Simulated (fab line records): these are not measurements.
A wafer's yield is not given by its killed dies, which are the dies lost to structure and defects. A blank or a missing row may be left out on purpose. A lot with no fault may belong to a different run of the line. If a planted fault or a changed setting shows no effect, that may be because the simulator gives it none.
Matching of chambers	flow sfq_line	SFQ_TRILAYER_I1_CMP_CMP_046 on cmp-01 has 4 sister chambers
The step polishes SiO2. 4 wafers are shown with their chamber, then 9 later ones without.

## WAFERS, EACH WITH ITS CHAMBER
wafer	chamber	motor_current_A (A)
L962.1	3	9.7
L963.5	2	11.8
L963.6	1	10.5
L964.3	0	9.7

## WAFERS WHOSE CHAMBER IS MISSING
wafer	motor_current_A (A)
L964.4	9.4
L964.5	10.0
L966.3	10.9
L966.4	12.1
L966.5	10.0
L968.2	11.9
L968.3	10.2
L970.4	9.5
L970.5	10.5

## THE CHAMBER EACH PASSED THROUGH
wafer	from the rows above	in truth
L964.4	can't be placed: 0 or 3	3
L964.5	can't be placed: 0 or 3 or 1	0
L966.3	can't be placed: 1 or 2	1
L966.4	2	2
L966.5	can't be placed: 0 or 3 or 1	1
L968.2	2	2
L968.3	can't be placed: 1 or 0 or 3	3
L970.4	can't be placed: 0 or 3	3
L970.5	1	1
3 of 9 placed correctly. Can't be placed from these rows: 6 (the true chamber is among the candidates in 6). Wrongly placed: 0.
How it was worked out, from the rows above alone: a wafer's distance from a chamber is the root of the sum, over the readings, of the square of ((its reading less the chamber's mean) divided by the reading's scatter). The wafer belongs to the nearest chamber; if the next one is less than 2 further off, it can't be placed. For every chamber, the mean is computed from those of its wafers that are shown. The scatter: root of mean squared gap, hidden wafer to nearest shown wafer, with one shown wafer a chamber.
